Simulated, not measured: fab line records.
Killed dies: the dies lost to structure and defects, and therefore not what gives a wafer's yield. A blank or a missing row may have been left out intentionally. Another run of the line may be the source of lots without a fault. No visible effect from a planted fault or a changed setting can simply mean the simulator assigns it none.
fab line records	flow sky130
record lots=24	wafers=72	lastDay=50
route steps=708 shown METAL2@498 VIA2@510
lots that met no fault: from a run of the same line without faults
startH: hours from the record's first day to the start of the lot's first wafer shown	waitH: hours elapsed since this lot's preceding step	" as in the row above	L1.1+2: several wafers, shown together as one row	- either no value or no given start	* or withheld: withheld	< > ~ a bound
route shown NAME@n: NAME is a module with steps in the file, n the number in the route of the first one	usual: average and standard deviation across the fault-free wafers	same: alike in all rows	chamber/n: place in a boat	sites: each site's reading	_std_site: their standard deviation	_edge_site: mean of outer sites minus mean of inner sites	radiusMm: for every site, how far away it sits from the centre of the wafer	mask NAME#n: copy n	behind: the most recent tool/chamber to have shaped the wafer	hold: reason for holding the lot/hours on hold/outcome of the hold	device: the n, p or np transistor that did not switch	end of line: at the end of the route, the tests of the same wafers	where a step has no rows: the recipe by itself	killed: at the first sort, the dies lost to defects and structure; wafer yield is something else	map: shows each die of a wafer: x if killed, . if not, _ if none is there
set.NAME: setting as actually run; set.NAME@STEP: the setting as run at that earlier step	model.NAME: the simulator's own value behind a step, which no gauge read
steps of the route over a sample of lots; a table a step, a row a wafer
services: the hour from which a tool's chamber was out of use, counted from the record's first day as startH (under 0 if before that day), plus the number of hours and why
## steps
# step SKY_METAL2_CD_MEAS_15
# recipe targetCdNm=140
# usual cdNm=140.0/1.5
lot.wafer	tool	chamber	startH	waitH	cdNm
L074.1	cdSem-02	-	838.17	-	138.8
L074.3	"	-	"	"	139.4
L074.5	"	-	"	"	140.8
L075.1	cdSem-02	-	838.43	-	141.6
L075.3	"	-	"	"	141.0
L075.5	"	-	"	"	142.8
L076.2	cdSem-02	-	860.74	-	142.9
L076.4	"	-	"	"	141.7
L076.5	"	-	"	"	140.6
L077.1	cdSem-02	-	861.67	-	141.4
L077.4	"	-	"	"	138.6
L077.6	"	-	"	"	139.7
L078.2	cdSem-02	-	867.90	-	137.7
L078.3	"	-	"	"	138.5
L078.4	"	-	"	"	137.1
L079.2	cdSem-02	-	872.69	-	139.3
L079.3	"	-	"	"	140.8
L079.5	"	-	"	"	140.0
L082.2	cdSem-02	-	880.39	-	139.4
L082.3	"	-	"	"	139.6
L082.4	"	-	"	"	139.1
L080.3	cdSem-02	-	881.56	-	140.7
L080.5	"	-	"	"	141.4
L080.6	"	-	"	"	140.9
L081.1	cdSem-02	-	884.62	-	140.4
L081.3	"	-	"	"	141.0
L081.4	"	-	"	"	140.0
L083.3	cdSem-02	-	886.16	-	140.3
L083.4	"	-	"	"	142.5
L083.6	"	-	"	"	141.2
L084.1	cdSem-01	-	898.57	-	139.8
L084.2	"	-	"	"	138.5
L084.5	"	-	"	"	138.5
L086.2	cdSem-02	-	908.24	-	139.3
L086.3	"	-	"	"	139.4
L086.5	"	-	"	"	139.3
L085.1	cdSem-01	-	912.77	-	138.2
L085.3	"	-	"	"	137.3
L085.6	"	-	"	"	137.7
L087.1	cdSem-02	-	914.48	-	139.4
L087.2	"	-	"	"	139.7
L087.4	"	-	"	"	139.6
L088.3	cdSem-01	-	924.71	-	139.9
L088.5	"	-	"	"	138.4
L088.6	"	-	"	"	138.1
L089.1	cdSem-02	-	950.57	-	138.7
L089.2	"	-	"	"	137.7
L089.4	"	-	"	"	140.0
L091.3	cdSem-01	-	951.56	-	139.7
L091.5	"	-	"	"	142.2
L091.6	"	-	"	"	142.3
L090.1	cdSem-01	-	952.53	-	139.9
L090.3	"	-	"	"	139.1
L090.6	"	-	"	"	139.6
L092.2	cdSem-02	-	953.59	-	139.0
L092.3	"	-	"	"	137.9
L092.6	"	-	"	"	138.1
L093.2	cdSem-02	-	959.99	-	141.0
L093.4	"	-	"	"	139.5
L093.6	"	-	"	"	138.9
L094.2	cdSem-02	-	970.77	-	142.5
L094.3	"	-	"	"	141.9
L094.4	"	-	"	"	140.1
L095.2	cdSem-02	-	978.54	-	139.6
L095.4	"	-	"	"	138.9
L095.5	"	-	"	"	137.5
L096.1	cdSem-02	-	982.17	-	137.3
L096.5	"	-	"	"	139.2
L096.6	"	-	"	"	140.9
L097.2	cdSem-02	-	983.99	-	143.3
L097.5	"	-	"	"	143.2
L097.6	"	-	"	"	141.8
# step SKY_METAL2_DESCUM_17
# recipe chemistry=O2	sourcePowerW=150	biasPowerW=0	pressureMtorr=10	tempC=40	timeS=8
# usual drypumpMotorCurrentA=5.2/0.39	oesProductAu=1.002/0.0091
lot.wafer	tool	chamber	startH	waitH	drypumpMotorCurrentA	oesProductAu	rfHoursCounterH
L074.1	rieMetal-02	0	838.32	0.0	4.8	1.007	17
L074.3	"	0	"	"	4.8	1.019	-
L074.5	"	1	"	"	6.0	1.005	-
L075.1	rieMetal-04	0	838.58	0.0	5.7	1.016	1
L075.3	"	0	"	"	5.6	1.012	-
L075.5	"	1	"	"	5.5	1.002	-
L076.2	rieMetal-01	1	860.87	0.0	5.0	1.000	16
L076.4	"	1	"	"	5.0	0.996	-
L076.5	"	0	"	"	4.9	0.992	-
L077.1	rieMetal-04	0	861.83	0.0	5.6	1.023	2
L077.4	"	1	"	"	5.5	1.011	-
L077.6	"	1	"	"	5.5	1.013	-
L078.2	rieMetal-04	0	868.03	0.0	5.6	1.016	2
L078.3	"	0	"	"	5.6	1.022	-
L078.4	"	1	"	"	5.5	1.007	-
L079.2	rieMetal-01	0	872.82	0.0	4.9	0.997	7
L079.3	"	0	"	"	4.9	0.986	-
L079.5	"	0	"	"	4.9	0.998	-
L082.2	rieMetal-04	1	880.52	0.0	5.5	1.010	16
L082.3	"	0	"	"	5.6	1.018	-
L082.4	"	1	"	"	5.5	1.000	-
L080.3	rieMetal-01	0	881.68	0.0	4.9	1.003	-
L080.5	"	0	"	"	4.9	1.005	-
L080.6	"	1	"	"	5.0	1.000	-
L081.1	rieMetal-01	1	884.78	0.0	5.0	0.983	17
L081.3	"	1	"	"	5.0	0.997	-
L081.4	"	0	"	"	4.9	0.998	-
L083.3	rieMetal-01	0	886.29	0.0	4.9	0.993	-
L083.4	"	1	"	"	5.0	1.004	-
L083.6	"	0	"	"	4.9	0.997	-
L084.1	rieMetal-01	1	898.72	0.0	5.0	1.000	17
L084.2	"	0	"	"	4.9	0.997	8
L084.5	"	1	"	"	5.0	0.999	-
L086.2	rieMetal-01	0	908.38	0.0	4.9	0.996	9
L086.3	"	0	"	"	4.9	0.992	-
L086.5	"	0	"	"	4.9	1.005	-
L085.1	rieMetal-02	1	912.93	0.0	5.9	1.004	14
L085.3	"	1	"	"	5.9	1.006	-
L085.6	"	1	"	"	5.9	1.011	-
L087.1	rieMetal-01	0	914.63	0.0	4.9	1.008	9
L087.2	"	1	"	"	5.0	0.994	18
L087.4	"	1	"	"	5.0	0.992	-
L088.3	rieMetal-02	1	924.84	0.0	5.9	1.001	-
L088.5	"	0	"	"	4.8	0.999	-
L088.6	"	1	"	"	5.9	1.010	-
L089.1	rieMetal-04	1	950.72	0.0	5.5	0.985	19
L089.2	"	0	"	"	5.6	1.020	5
L089.4	"	1	"	"	5.5	0.999	-
L091.3	rieMetal-01	0	951.69	0.0	4.9	0.994	-
L091.5	"	0	"	"	4.9	0.987	-
L091.6	"	0	"	"	4.9	0.997	-
L090.1	rieMetal-02	0	952.68	0.0	4.8	0.990	3
L090.3	"	0	"	"	4.8	1.000	-
L090.6	"	1	"	"	5.9	1.009	-
L092.2	rieMetal-04	0	953.72	0.0	5.6	1.017	5
L092.3	"	1	"	"	5.5	0.992	-
L092.6	"	0	"	"	5.6	1.011	-
L093.2	rieMetal-04	1	960.12	0.0	5.5	0.993	20
L093.4	"	1	"	"	5.5	1.004	-
L093.6	"	0	"	"	5.6	1.007	-
L094.2	rieMetal-01	1	970.90	0.0	5.0	0.994	1
L094.3	"	0	"	"	4.9	0.989	-
L094.4	"	1	"	"	5.0	0.992	-
L095.2	rieMetal-01	1	978.67	0.0	5.0	0.995	1
L095.4	"	0	"	"	4.9	0.991	-
L095.5	"	1	"	"	5.0	1.001	-
L096.1	rieMetal-02	0	982.32	0.0	4.8	0.997	5
L096.5	"	1	"	"	5.9	1.016	-
L096.6	"	0	"	"	4.8	0.996	-
L097.2	rieMetal-04	0	984.13	0.0	5.6	1.013	-
L097.5	"	0	"	"	5.7	1.010	-
L097.6	"	0	"	"	5.7	1.009	-
# step SKY_VIA2_BOW_MEAS_03
# recipe mode=bow
# usual VIA2_BOW=84/7.4
lot.wafer	tool	chamber	startH	waitH	VIA2_BOW[um]
L074.1	filmMetro-02	-	839.60	0.1	89
L074.3	"	-	"	"	78
L074.5	"	-	"	"	84
L075.1	filmMetro-03	-	839.84	0.1	77
L075.3	"	-	"	"	87
L075.5	"	-	"	"	74
L076.2	filmMetro-03	-	862.25	0.2	87
L076.4	"	-	"	"	85
L076.5	"	-	"	"	88
L077.1	filmMetro-02	-	863.15	0.1	89
L077.4	"	-	"	"	97
L077.6	"	-	"	"	92
L078.2	filmMetro-04	-	869.32	0.1	90
L078.3	"	-	"	"	83
L078.4	"	-	"	"	79
L079.2	filmMetro-03	-	874.10	0.1	81
L079.3	"	-	"	"	87
L079.5	"	-	"	"	83
L082.2	filmMetro-03	-	881.88	0.1	88
L082.3	"	-	"	"	76
L082.4	"	-	"	"	77
L080.3	filmMetro-02	-	883.01	0.2	91
L080.5	"	-	"	"	74
L080.6	"	-	"	"	89
L081.1	filmMetro-04	-	887.17	0.1	80
L081.3	"	-	"	"	75
L081.4	"	-	"	"	81
L083.3	filmMetro-03	-	888.41	0.1	85
L083.4	"	-	"	"	89
L083.6	"	-	"	"	82
L084.1	filmMetro-03	-	899.98	0.2	97
L084.2	"	-	"	"	87
L084.5	"	-	"	"	85
L086.2	filmMetro-02	-	909.66	0.3	84
L086.3	"	-	"	"	82
L086.5	"	-	"	"	71
L085.1	filmMetro-04	-	914.28	0.2	79
L085.3	"	-	"	"	95
L085.6	"	-	"	"	87
L087.1	filmMetro-03	-	916.08	0.1	83
L087.2	"	-	"	"	89
L087.4	"	-	"	"	94
L088.3	filmMetro-03	-	926.58	0.3	76
L088.5	"	-	"	"	85
L088.6	"	-	"	"	80
L089.1	filmMetro-04	-	952.23	0.2	82
L089.2	"	-	"	"	80
L089.4	"	-	"	"	85
L091.3	filmMetro-03	-	953.16	0.2	82
L091.5	"	-	"	"	86
L091.6	"	-	"	"	100
L090.1	filmMetro-03	-	953.98	0.2	67
L090.3	"	-	"	"	82
L090.6	"	-	"	"	76
L092.2	filmMetro-03	-	955.00	0.2	69
L092.3	"	-	"	"	78
L092.6	"	-	"	"	82
L093.2	filmMetro-03	-	961.44	0.3	76
L093.4	"	-	"	"	82
L093.6	"	-	"	"	88
L094.2	filmMetro-03	-	972.19	0.1	89
L094.3	"	-	"	"	82
L094.4	"	-	"	"	87
L095.2	filmMetro-02	-	980.23	0.1	74
L095.4	"	-	"	"	89
L095.5	"	-	"	"	76
L096.1	filmMetro-02	-	983.65	0.1	82
L096.5	"	-	"	"	97
L096.6	"	-	"	"	81
L097.2	filmMetro-04	-	985.59	0.2	82
L097.5	"	-	"	"	85
L097.6	"	-	"	"	97
# step SKY_VIA2_OVL_MEAS_13
# usual VIA2_OVL=-1/6.5
lot.wafer	tool	chamber	startH	waitH	VIA2_OVL[nm]
L074.1	overlay-01	-	864.49	0.1	0
L074.3	"	-	"	"	-5
L074.5	"	-	"	"	-12
L075.1	overlay-01	-	864.61	0.1	-5
L075.3	"	-	"	"	-10
L075.5	"	-	"	"	-5
L076.2	overlay-01	-	888.64	0.1	5
L076.4	"	-	"	"	2
L076.5	"	-	"	"	-4
L077.1	overlay-02	-	890.10	0.1	-5
L077.4	"	-	"	"	-3
L077.6	"	-	"	"	0
L078.2	overlay-01	-	895.21	0.1	-1
L078.3	"	-	"	"	-4
L078.4	"	-	"	"	-8
L079.2	overlay-02	-	899.35	0.1	-9
L079.3	"	-	"	"	-2
L079.5	"	-	"	"	-4
L082.2	overlay-02	-	907.56	0.1	-5
L082.3	"	-	"	"	5
L082.4	"	-	"	"	-3
L080.3	overlay-02	-	908.70	0.1	-2
L080.5	"	-	"	"	0
L080.6	"	-	"	"	4
L081.1	overlay-02	-	912.54	0.1	0
L081.3	"	-	"	"	-7
L081.4	"	-	"	"	-4
L083.3	overlay-01	-	913.55	0.1	-3
L083.4	"	-	"	"	10
L083.6	"	-	"	"	7
L084.1	overlay-01	-	924.69	0.1	7
L084.2	"	-	"	"	12
L084.5	"	-	"	"	12
L086.2	overlay-02	-	934.16	0.1	9
L086.3	"	-	"	"	7
L086.5	"	-	"	"	7
L085.1	overlay-01	-	937.44	0.1	-4
L085.3	"	-	"	"	-8
L085.6	"	-	"	"	-8
L087.1	overlay-01	-	940.29	0.1	0
L087.2	"	-	"	"	6
L087.4	"	-	"	"	7
L088.3	overlay-01	-	950.01	0.1	4
L088.5	"	-	"	"	-3
L088.6	"	-	"	"	-2
L089.1	overlay-02	-	976.19	0.1	-9
L089.2	"	-	"	"	2
L089.4	"	-	"	"	-8
L091.3	overlay-02	-	976.55	0.1	-5
L091.5	"	-	"	"	-1
L091.6	"	-	"	"	-3
L090.1	overlay-01	-	977.24	0.1	-12
L090.3	"	-	"	"	-5
L090.6	"	-	"	"	-1
L092.2	overlay-01	-	977.59	0.1	-7
L092.3	"	-	"	"	4
L092.6	"	-	"	"	-1
L093.2	overlay-01	-	985.82	0.1	-2
L093.4	"	-	"	"	-4
L093.6	"	-	"	"	-4
L094.2	overlay-02	-	996.25	0.1	9
L094.3	"	-	"	"	0
L094.4	"	-	"	"	10
L095.2	overlay-02	-	1004.53	0.1	-5
L095.4	"	-	"	"	-5
L095.5	"	-	"	"	-5
L096.1	overlay-01	-	1006.80	0.1	-8
L096.5	"	-	"	"	-6
L096.6	"	-	"	"	-10
L097.2	overlay-02	-	1008.66	0.1	-14
L097.5	"	-	"	"	3
L097.6	"	-	"	"	-7
# step SKY_VIA2_ETCH_14
# recipe chemistry=N2/H2	target=BARC	ionEnergyEv=200	sourceW=500	biasW=100	pressureMtorr=30	n2FlowSccm=100	h2FlowSccm=200	stopOn=SiO2	timeS=45.9	targetDepthA=600
# usual drypumpMotorCurrentA=6.0/0.41	oesProductAu=0.855/0.0049	throttleValvePct=13.225/0.008
lot.wafer	tool	chamber	startH	waitH	drypumpMotorCurrentA	oesProductAu	rfHoursCounterH	throttleValvePct
L074.1	rieDiel-02	2	864.52	0.0	5.8	0.853	17	13.235
L074.3	"	1	"	"	5.7	0.857	7	13.229
L074.5	"	3	"	"	5.5	0.856	-	13.222
L075.1	rieDiel-03	3	864.64	0.0	5.7	0.844	7	13.210
L075.3	"	1	"	"	6.7	0.856	10	13.226
L075.5	"	1	"	"	6.7	0.852	-	13.226
L076.2	rieDiel-02	3	888.67	0.0	5.5	0.853	3	13.213
L076.4	"	2	"	"	5.7	0.855	18	13.224
L076.5	"	1	"	"	5.7	0.859	-	13.217
L077.1	rieDiel-03	1	890.14	0.0	6.7	0.854	11	13.213
L077.4	"	2	"	"	6.2	0.855	11	13.227
L077.6	"	0	"	"	6.1	0.859	-	13.214
L078.2	rieDiel-01	3	895.24	0.0	5.2	0.857	16	13.223
L078.3	"	2	"	"	6.4	0.851	9	13.222
L078.4	"	0	"	"	6.2	0.854	18	13.227
L079.2	rieDiel-01	2	899.38	0.0	6.4	0.851	9	13.222
L079.3	"	1	"	"	5.9	0.856	15	13.233
L079.5	"	1	"	"	5.9	0.855	-	13.214
L082.2	rieDiel-03	0	907.59	0.0	6.1	0.849	4	13.216
L082.3	"	2	"	"	6.2	0.842	11	13.239
L082.4	"	2	"	"	6.2	0.857	-	13.221
L080.3	rieDiel-02	1	908.73	0.0	5.7	0.857	9	13.222
L080.5	"	0	"	"	6.2	0.854	-	13.235
L080.6	"	1	"	"	5.7	0.863	-	13.210
L081.1	rieDiel-02	0	912.58	0.0	6.2	0.858	18	13.222
L081.3	"	3	"	"	5.5	0.860	4	13.233
L081.4	"	1	"	"	5.7	0.867	-	13.228
L083.3	rieDiel-01	3	913.58	0.0	5.2	0.851	16	13.242
L083.4	"	1	"	"	5.9	0.856	16	13.229
L083.6	"	0	"	"	6.2	0.862	-	13.228
L084.1	rieDiel-01	2	924.72	0.0	6.5	0.854	10	13.232
L084.2	"	0	"	"	6.2	0.851	18	13.222
L084.5	"	0	"	"	6.2	0.860	-	13.235
L086.2	rieDiel-03	3	934.19	0.0	5.8	0.853	9	13.225
L086.3	"	0	"	"	6.1	0.848	5	13.213
L086.5	"	2	"	"	6.2	0.850	-	13.236
L085.1	rieDiel-01	3	937.47	0.0	5.2	0.858	17	13.221
L085.3	"	2	"	"	6.5	0.852	10	13.241
L085.6	"	3	"	"	5.2	0.855	-	13.227
L087.1	rieDiel-02	3	940.33	0.0	5.5	0.855	5	13.220
L087.2	"	1	"	"	5.7	0.854	10	13.224
L087.4	"	2	"	"	5.8	0.848	19	13.227
L088.3	rieDiel-03	0	950.04	0.0	6.1	0.860	5	13.232
L088.5	"	1	"	"	6.7	0.852	-	13.229
L088.6	"	2	"	"	6.2	0.854	-	13.218
L089.1	rieDiel-01	0	976.23	0.0	6.2	0.858	20	13.225
L089.2	"	1	"	"	5.9	0.856	17	13.217
L089.4	"	3	"	"	5.2	0.856	18	13.229
L091.3	rieDiel-03	1	976.58	0.0	6.7	0.854	14	13.217
L091.5	"	1	"	"	6.7	0.852	-	13.225
L091.6	"	2	"	"	6.2	0.847	-	13.225
L090.1	rieDiel-01	2	977.27	0.0	6.5	0.849	11	13.228
L090.3	"	3	"	"	5.2	0.859	18	13.220
L090.6	"	2	"	"	6.5	0.860	-	13.216
L092.2	rieDiel-03	1	977.62	0.0	6.7	0.859	14	13.226
L092.3	"	2	"	"	6.2	0.858	14	13.216
L092.6	"	1	"	"	6.7	0.859	-	13.223
L093.2	rieDiel-03	0	985.85	0.0	6.1	0.862	6	13.228
L093.4	"	2	"	"	6.2	0.856	14	13.214
L093.6	"	0	"	"	6.1	0.855	-	13.234
L094.2	rieDiel-02	1	996.28	0.0	5.7	0.854	12	13.233
L094.3	"	0	"	"	6.2	0.851	21	13.235
L094.4	"	2	"	"	5.7	0.865	21	13.216
L095.2	rieDiel-01	3	1004.56	0.0	5.2	0.848	19	13.219
L095.4	"	2	"	"	6.5	0.855	13	13.220
L095.5	"	1	"	"	5.9	0.852	-	13.224
L096.1	rieDiel-01	1	1006.84	0.0	5.9	0.858	18	13.233
L096.5	"	2	"	"	6.5	0.861	-	13.222
L096.6	"	3	"	"	5.2	0.852	-	13.227
L097.2	rieDiel-03	0	1008.69	0.0	6.1	0.859	6	13.216
L097.5	"	0	"	"	6.1	0.852	-	13.219
L097.6	"	1	"	"	6.7	0.862	-	13.238
# step SKY_VIA2_CMP_24
# recipe stopOn=SiO2	tOverpolishS=20	downForcePsi=3.5	platenRpm=60	targetThkNm=0	padVelocityMS=0.94248
# usual motorCurrentA=11.0/0.82	overpolishRunS=20.000/0.0083	retainingRingPressureFrac=1.000/0.0049	slurryFilterDpKPa=13.51/0.14	timeToEndpointS=102/3.4
lot.wafer	tool	chamber	startH	waitH	motorCurrentA	overpolishRunS	retainingRingPressureFrac	slurryFilterDpKPa	timeToEndpointS
L074.3	cmp-01	0	865.59	0.0	10.1	19.990	1.000	13.33	103
L074.1	"	2	"	"	10.4	20.001	0.996	13.30	99
L074.5	"	0	"	"	10.1	19.996	1.002	13.46	101
L075.3	cmp-01	1	865.94	0.2	13.4	20.012	1.000	13.42	100
L075.1	"	2	"	"	10.8	20.020	1.006	13.38	99
L075.5	"	1	"	"	13.3	20.002	1.004	13.26	103
L076.4	cmp-02	1	890.56	0.8	11.9	20.013	1.000	13.42	102
L076.2	"	2	"	"	9.9	19.987	0.998	13.46	105
L076.5	"	0	"	"	11.0	20.013	1.004	13.52	105
L077.4	cmp-02	1	891.21	0.0	11.1	19.996	0.990	13.48	98
L077.1	"	2	"	"	10.1	20.002	0.996	13.48	100
L077.6	"	2	"	"	10.0	20.002	0.995	13.62	98
L078.3	cmp-01	3	896.31	0.0	11.0	20.009	0.999	13.71	100
L078.4	"	0	"	"	10.1	20.004	1.003	13.64	102
L078.2	"	2	"	"	11.0	20.005	1.001	13.39	103
L079.2	cmp-01	0	900.53	0.1	10.3	19.997	0.996	13.51	107
L079.3	"	1	"	"	12.6	20.003	1.000	13.79	108
L079.5	"	3	"	"	11.1	19.999	0.997	13.69	107
L082.2	cmp-02	2	908.70	0.0	9.9	19.991	1.003	13.57	103
L082.3	"	3	"	"	11.6	20.009	0.998	13.61	101
L082.4	"	1	"	"	11.3	19.994	1.001	13.57	101
L080.3	cmp-02	2	909.98	0.2	9.8	19.999	1.000	13.28	101
L080.5	"	3	"	"	10.4	20.014	0.992	13.48	99
L080.6	"	0	"	"	11.1	19.992	0.991	13.48	98
L081.4	cmp-02	2	913.68	0.0	10.0	20.002	1.003	13.25	102
L081.3	"	0	"	"	11.7	19.994	1.003	13.69	104
L081.1	"	1	"	"	11.1	20.006	1.006	13.64	101
L083.3	cmp-02	0	914.93	0.3	11.1	20.016	0.995	13.50	101
L083.4	"	2	"	"	9.8	20.001	0.995	13.41	99
L083.6	"	0	"	"	11.6	20.002	1.001	13.63	104
L084.2	cmp-02	3	925.99	0.1	10.6	20.015	1.000	13.47	101
L084.1	"	0	"	"	11.7	20.009	0.999	13.75	103
L084.5	"	2	"	"	9.8	19.992	0.999	13.60	106
L086.3	cmp-02	0	935.31	0.1	11.9	20.001	0.997	13.66	103
L086.2	"	1	"	"	11.6	19.993	0.999	13.58	104
L086.5	"	0	"	"	12.0	19.989	1.000	13.48	104
L085.3	cmp-02	1	938.54	0.0	11.2	19.992	0.991	13.52	99
L085.1	"	3	"	"	10.9	20.010	0.995	13.59	99
L085.6	"	2	"	"	9.6	20.014	1.004	13.67	96
L087.1	cmp-02	0	941.41	0.1	11.9	19.989	0.998	13.41	101
L087.4	"	2	"	"	9.6	20.006	1.000	13.71	104
L087.2	"	3	"	"	10.3	19.978	0.996	13.40	101
L088.3	cmp-01	2	951.26	0.2	10.6	20.003	1.003	13.52	99
L088.6	"	3	"	"	11.1	20.006	0.992	13.63	97
L088.5	"	0	"	"	10.3	19.982	1.002	13.25	100
L089.2	cmp-02	3	977.29	0.0	10.8	20.010	0.999	13.71	96
L089.1	"	0	"	"	11.1	19.991	1.010	13.59	94
L089.4	"	2	"	"	10.3	20.006	0.990	13.45	99
L091.3	cmp-02	3	977.89	0.3	11.6	20.008	1.004	13.47	100
L091.6	"	3	"	"	10.5	19.999	0.999	13.70	99
L091.5	"	0	"	"	11.7	19.991	1.002	13.78	96
L090.3	cmp-02	3	978.44	0.1	11.3	20.003	0.987	13.63	104
L090.1	"	0	"	"	11.8	20.011	0.995	13.31	98
L090.6	"	2	"	"	10.5	19.992	0.991	13.48	102
L092.2	cmp-02	0	978.94	0.3	11.9	19.993	1.006	13.48	104
L092.3	"	3	"	"	10.9	20.014	1.001	13.71	100
L092.6	"	0	"	"	11.4	19.981	1.005	13.49	102
L093.2	cmp-02	3	987.21	0.3	10.9	20.000	1.008	13.73	100
L093.4	"	0	"	"	11.9	19.998	0.994	13.80	97
L093.6	"	2	"	"	10.4	19.997	1.001	13.46	99
L094.4	cmp-01	3	997.38	0.0	10.9	20.015	1.000	13.34	104
L094.2	"	1	"	"	12.7	20.008	0.994	13.40	110
L094.3	"	2	"	"	10.5	19.988	1.005	13.46	105
L095.4	cmp-02	1	1005.97	0.1	12.0	20.007	0.998	13.12	106
L095.2	"	0	"	"	11.6	20.008	1.008	13.67	101
L095.5	"	1	"	"	11.7	20.002	1.001	13.34	102
L096.1	cmp-02	3	1007.94	0.1	10.9	20.002	0.998	13.56	100
L096.6	"	3	"	"	10.7	20.002	1.003	13.56	105
L096.5	"	0	"	"	11.5	20.003	1.003	13.54	102
L097.2	cmp-01	0	1009.90	0.1	10.5	19.989	0.999	13.44	105
L097.5	"	2	"	"	10.6	20.002	1.004	13.52	102
L097.6	"	3	"	"	11.0	20.003	1.008	13.33	104
## services
tool	chamber	startH	hours	kind
cmp-02	-	821.63	5.8	pm
rieDiel-02	3	847.18	13.4	repair
rieDiel-03	0	854.62	2.7	repair
rieMetal-04	0	874.93	1.7	repair
cmp-01	-	883.55	3.3	repair
cmp-02	-	884.73	3.4	repair
cmp-01	-	889.07	6.7	repair
cmp-02	-	889.42	0.8	repair
rieMetal-04	0	893.58	5.1	repair
rieDiel-03	1	893.60	2.9	repair
rieDiel-03	3	901.98	11.4	repair
rieDiel-01	0	910.04	1.5	repair
cmp-01	-	912.00	4.0	pm
cmp-02	-	917.92	3.2	repair
rieMetal-04	-	944.82	0.9	repair
rieDiel-03	-	955.67	0.3	repair
cmp-01	-	956.21	36.2	repair
rieDiel-01	2	960.37	3.7	repair
rieDiel-03	0	969.00	10.6	repair
rieDiel-03	-	972.73	0.4	repair
rieDiel-01	1	981.52	7.1	repair
cmp-02	-	992.59	8.3	pm
rieMetal-04	-	993.33	1.4	pm
cmp-01	-	1000.93	4.5	pm
## key
fault none
